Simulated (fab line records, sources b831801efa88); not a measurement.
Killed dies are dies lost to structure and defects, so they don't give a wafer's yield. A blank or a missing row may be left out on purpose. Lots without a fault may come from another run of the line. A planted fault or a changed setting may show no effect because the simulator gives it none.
Which tool did it? | flow sky130 | 13 lots, 39 wafers sampled, at 3 steps of a route of 708

WHAT THE GAUGES READ, wafer by wafer
SKY_SD_N_RS_MEAS_17: measures by four-point-probe.
lot  | measured     | on            | SD_P_RS (ohm/sq)
L501 | day 27 04:26 | film_metro-01 | 146.1 145.9 146.0
L503 | day 29 03:37 | film_metro-01 | 145.4 145.4 145.7
L505 | day 29 05:46 | film_metro-01 | 145.9 145.9 145.7
L504 | day 29 11:30 | film_metro-01 | 146.2 146.4 146.0
L506 | day 30 06:05 | film_metro-03 | 145.9 146.0 145.8
L509 | day 31 01:04 | film_metro-02 | 145.2 145.4 145.4
L508 | day 31 06:01 | film_metro-02 | 146.1 146.6 146.2
L512 | day 33 08:08 | film_metro-01 | 145.5 145.7 146.0
L516 | day 33 13:18 | film_metro-03 | 145.9 146.3 145.7
L520 | day 34 05:46 | film_metro-01 | 145.4 145.1 145.2
L521 | day 34 15:55 | film_metro-02 | 145.9 146.3 145.7
L522 | day 34 19:15 | film_metro-02 | 146.0 146.1 145.7
L524 | day 35 17:24 | film_metro-03 | 146.3 146.3 146.5

SKY_CONTACT_OVL_MEAS_15.
lot  | measured     | on         | CONTACT_OVL (nm)
L501 | day 30 21:27 | overlay-01 | 9 -1 0
L503 | day 32 19:02 | overlay-02 | 6 6 10
L505 | day 32 22:42 | overlay-01 | 5 7 3
L504 | day 33 02:28 | overlay-02 | -5 -4 -10
L506 | day 33 21:57 | overlay-01 | -2 3 1
L509 | day 34 15:04 | overlay-01 | 4 -1 0
L508 | day 34 19:48 | overlay-02 | -6 3 -5
L512 | day 36 19:07 | overlay-01 | -3 -5 2
L516 | day 37 00:09 | overlay-01 | -3 3 7
L520 | day 37 17:24 | overlay-01 | 9 4 -2
L521 | day 38 03:58 | overlay-02 | -3 5 6
L522 | day 38 04:25 | overlay-01 | 10 3 13
L524 | day 39 02:10 | overlay-02 | -4 1 2

WHICH TOOL RAN EACH LOT (tool, then ch and the chambers of the sampled wafers, then the start)
lot  | SKY_RES_XHIGH_IMPLANT_07
L501 | implanter-03 ch 0, day 25 22:36
L503 | implanter-03 ch 0, day 27 22:57
L505 | implanter-04 ch 0, day 28 00:12
L504 | implanter-04 ch 0, day 28 06:51
L506 | implanter-02 ch 0, day 29 00:14
L509 | implanter-02 ch 0, day 29 20:31
L508 | implanter-02 ch 0, day 30 00:56
L512 | implanter-03 ch 0, day 32 04:20
L516 | implanter-04 ch 0, day 32 09:32
L520 | implanter-02 ch 0, day 33 01:39
L521 | implanter-03 ch 0, day 33 12:20
L522 | implanter-02 ch 0, day 33 16:02
L524 | implanter-03 ch 0, day 34 13:21
- SKY_RES_XHIGH_IMPLANT_07

WHAT THE TOOLS THEMSELVES READ (means of the sampled wafers that have a number; where no wafer has one, the mark that the record gives instead)
SKY_RES_XHIGH_IMPLANT_07.
lot  | tool         | beam_energy_keV | end_station_pressure_torr (Torr)
L501 | implanter-03 | 20.001          | 5.29e-06
L503 | implanter-03 | 20.008          | 5.36e-06
L505 | implanter-04 | 20.002          | 5.02e-06
L504 | implanter-04 | 19.992          | 5.09e-06
L506 | implanter-02 | 19.998          | 5.20e-06
L509 | implanter-02 | 20.566          | 4.95e-06
L508 | implanter-02 | 20.562          | 5.12e-06
L512 | implanter-03 | 20.008          | 5.17e-06
L516 | implanter-04 | 19.998          | 5.39e-06
L520 | implanter-02 | 20.002          | 5.26e-06
L521 | implanter-03 | 20.004          | 5.30e-06
L522 | implanter-02 | 20.000          | 5.17e-06
L524 | implanter-03 | 19.998          | 5.57e-06

THE ANSWER, worked out from the rows above alone
Rule: what is usual is taken from the lots themselves. Put in order of their means at a reading, lots are off if they are a third of the lots or fewer, leave a main group of 4 or more, and stand apart from it by a gap of 3 or more times the standard deviation of the main group's means; of several such gaps the widest counts. A main group whose means are all the same, to the digits that the tables above print for the reading, isn't used. A lot without any number at a reading at which 4 lots or more have one is off too. The other lots that the step has rows for count as sound. The gauges are gone through in route order, then the tools' own readings, and for those a lot's mean is taken as printed above. The first step at which some lot is off is used, and at that step the reading that is off furthest; a lot without a number counts as furthest.
Off: L509, L508, at SKY_RES_XHIGH_IMPLANT_07 (beam_energy_keV). The main group: mean 20.001, standard deviation 0.0045.
A tool fits if, at that step or a process step before it, it ran every lot that is off, and no sound lot after the first of them. None of those tried fits.

WHAT THE SIMULATOR HAD PUT IN
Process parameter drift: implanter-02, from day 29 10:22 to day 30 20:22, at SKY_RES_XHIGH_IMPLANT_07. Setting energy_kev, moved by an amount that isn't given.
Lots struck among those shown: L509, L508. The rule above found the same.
